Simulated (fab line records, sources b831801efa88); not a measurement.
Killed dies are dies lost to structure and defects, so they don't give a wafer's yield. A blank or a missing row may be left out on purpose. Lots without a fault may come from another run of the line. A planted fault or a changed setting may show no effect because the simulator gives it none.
Which tool did it? | flow sky130 | 12 lots, 36 wafers sampled, at 4 steps of a route of 708

WHAT THE GAUGES READ, wafer by wafer
SKY_PASSIVATION_THK_MEAS_03. Usual: PASSIVATION_CVD_02_THK 538 nm, standard deviation 7.5.
lot  | measured     | on            | PASSIVATION_CVD_02_THK (nm) | flag
L856 | day 43 22:43 | film_metro-02 | 531 538 519                 |
L861 | day 45 15:05 | film_metro-02 | 525 546 542                 |
L862 | day 45 16:08 | film_metro-01 | 536 537 545                 |
L866 | day 46 22:04 | film_metro-02 | 544 551 542                 |
L867 | day 47 01:19 | film_metro-01 | 540 533 544                 |
L869 | day 47 11:50 | film_metro-02 | 533 532 535                 |
L872 | day 48 05:10 | film_metro-01 | 531 534 546                 |
L873 | day 48 11:24 | film_metro-01 | 543 539 546                 |
L874 | day 48 16:49 | film_metro-02 | 543 542 538                 |
L875 | day 48 17:08 | film_metro-04 | 530 525 534                 |
L876 | day 48 22:26 | film_metro-04 | 529 534 535                 |
L878 | day 49 06:05 | film_metro-04 | 526 544 542                 |

WHICH TOOL RAN EACH LOT (tool, then ch and the chambers of the sampled wafers, then the start)
lot  | SKY_METAL4_DESCUM_15              | SKY_VIA4_SPUTTER_17          | SKY_METAL5_SPUTTER_00
L856 | rie_metal-04 ch 0,1, day 41 20:25 | pvd_sputter-01, day 42 22:03 | pvd_sputter-01, day 42 22:46
L861 | rie_metal-04 ch 0, day 43 14:19   | pvd_sputter-03, day 44 15:38 | pvd_sputter-02, day 44 16:20
L862 | rie_metal-02 ch 0,1, day 43 15:43 | pvd_sputter-04, day 44 16:17 | pvd_sputter-02, day 44 16:59
L866 | rie_metal-04 ch 0,1, day 44 22:49 | pvd_sputter-03, day 45 22:41 | pvd_sputter-01, day 45 23:22
L867 | rie_metal-01 ch 1, day 45 03:19   | pvd_sputter-01, day 46 02:42 | pvd_sputter-02, day 46 03:24
L869 | rie_metal-02 ch 1, day 45 14:50   | pvd_sputter-04, day 46 13:58 | pvd_sputter-02, day 46 14:40
L872 | rie_metal-01 ch 0,1, day 46 09:59 | pvd_sputter-04, day 47 07:20 | pvd_sputter-01, day 47 08:02
L873 | rie_metal-04 ch 1, day 46 15:04   | pvd_sputter-04, day 47 13:33 | pvd_sputter-03, day 47 14:14
L874 | rie_metal-01 ch 0,1, day 46 20:46 | pvd_sputter-04, day 47 19:47 | pvd_sputter-01, day 47 20:34
L875 | rie_metal-01 ch 0,1, day 46 22:01 | pvd_sputter-03, day 47 20:17 | pvd_sputter-03, day 47 20:59
L876 | rie_metal-02 ch 0,1, day 47 03:40 | pvd_sputter-04, day 48 01:40 | pvd_sputter-01, day 48 02:22
L878 | rie_metal-04 ch 0, day 47 12:41   | pvd_sputter-01, day 48 09:58 | pvd_sputter-03, day 48 10:39
- SKY_METAL4_DESCUM_15: chemistry O2, time 8 s.
- SKY_VIA4_SPUTTER_17: material TiN, target thk 20 nm, time 80 s.
- SKY_METAL5_SPUTTER_00: material Ti, target thk 15 nm, time 10 s.

WHAT THE TOOLS THEMSELVES READ (means of the sampled wafers that have a number; where no wafer has one, the mark that the record gives instead)
SKY_METAL4_DESCUM_15. Usual: drypump_motor_current_A 5.4 A, standard deviation 0.43; oes_product_au 1.000 a.u., standard deviation 0.0087.
lot  | tool         | drypump_motor_current_A (A) | oes_product_au (a.u.) | flag
L856 | rie_metal-04 | 5.3                         | 1.004                 |
L861 | rie_metal-04 | 5.5                         | 1.001                 |
L862 | rie_metal-02 | 5.6                         | 0.995                 |
L866 | rie_metal-04 | 5.1                         | 1.004                 |
L867 | rie_metal-01 | 5.2                         | 1.002                 |
L869 | rie_metal-02 | 5.3                         | 0.999                 |
L872 | rie_metal-01 | 5.3                         | 1.006                 |
L873 | rie_metal-04 | 4.9                         | 1.002                 |
L874 | rie_metal-01 | 5.3                         | 1.009                 |
L875 | rie_metal-01 | 5.3                         | 1.006                 |
L876 | rie_metal-02 | 6.0                         | 1.006                 |
L878 | rie_metal-04 | 5.5                         | 0.996                 |

SKY_VIA4_SPUTTER_17. Usual: cathode_dc_power_W 4000.1 W, standard deviation 0.67; chamber_pressure_pa 5.000 Pa, standard deviation 0.0092; throttle_valve_pct 30.2 %, standard deviation 0.97.
lot  | tool           | cathode_dc_power_W (W) | chamber_pressure_pa (Pa) | throttle_valve_pct (%) | flag
L856 | pvd_sputter-01 | 4000.4                 | 5.005                    | 30.6                   |
L861 | pvd_sputter-03 | 4000.8                 | 4.998                    | 29.0                   |
L862 | pvd_sputter-04 | 3999.9                 | 4.999                    | 30.3                   |
L866 | pvd_sputter-03 | 3999.7                 | 5.002                    | 29.5                   |
L867 | pvd_sputter-01 | 4000.1                 | 4.996                    | 30.1                   |
L869 | pvd_sputter-04 | 3999.8                 | 4.995                    | 30.2                   |
L872 | pvd_sputter-04 | 3999.8                 | 5.002                    | 30.5                   |
L873 | pvd_sputter-04 | 3999.6                 | 5.002                    | 29.6                   |
L874 | pvd_sputter-04 | 3999.8                 | 4.997                    | 30.4                   |
L875 | pvd_sputter-03 | 3999.4                 | 4.991                    | 29.2                   |
L876 | pvd_sputter-04 | 4000.4                 | 4.995                    | 30.7                   |
L878 | pvd_sputter-01 | 4000.1                 | 4.991                    | 30.6                   |

SKY_METAL5_SPUTTER_00. Usual: cathode_dc_power_W 2999.9 W, standard deviation 0.49; chamber_pressure_pa 0.4000 Pa, standard deviation 0.0008; throttle_valve_pct 30.0 %, standard deviation 1.1.
lot  | tool           | cathode_dc_power_W (W) | chamber_pressure_pa (Pa) | throttle_valve_pct (%) | flag
L856 | pvd_sputter-01 | 2999.8                 | 0.3992                   | 30.4                   |
L861 | pvd_sputter-02 | 2999.8                 | 0.4002                   | 30.3                   |
L862 | pvd_sputter-02 | 3000.1                 | 0.4004                   | 30.0                   |
L866 | pvd_sputter-01 | -                      | -                        | -                      | OFF
L867 | pvd_sputter-02 | -                      | -                        | -                      | OFF
L869 | pvd_sputter-02 | 3000.0                 | 0.3995                   | 29.7                   |
L872 | pvd_sputter-01 | 3000.2                 | 0.4005                   | 30.9                   |
L873 | pvd_sputter-03 | 2999.6                 | 0.4009                   | 29.5                   |
L874 | pvd_sputter-01 | 2999.7                 | 0.4003                   | 30.6                   |
L875 | pvd_sputter-03 | 3000.3                 | 0.4000                   | 29.7                   |
L876 | pvd_sputter-01 | 2999.6                 | 0.4001                   | 30.0                   |
L878 | pvd_sputter-03 | 2999.7                 | 0.4002                   | 29.0                   |

THE ANSWER, worked out from the rows above alone
Rule: a lot is off if the mean of its wafers that have a number lies more than 3 standard deviations from the usual mean. A lot without any number at a reading at which 4 lots or more have one is off too. The other lots that the step has rows for count as sound. The gauges are gone through in route order, then the tools' own readings, and for those a lot's mean is taken as printed above. The first step at which some lot is off is used, and at that step the reading that is off furthest; a lot without a number counts as furthest.
Off: L866, L867, at SKY_METAL5_SPUTTER_00 (cathode_dc_power_W). Without a number there: L866, L867.
A tool fits if, at that step or a process step before it, it ran every lot that is off, and no sound lot after the first of them. None of those tried fits.

WHAT THE SIMULATOR HAD PUT IN
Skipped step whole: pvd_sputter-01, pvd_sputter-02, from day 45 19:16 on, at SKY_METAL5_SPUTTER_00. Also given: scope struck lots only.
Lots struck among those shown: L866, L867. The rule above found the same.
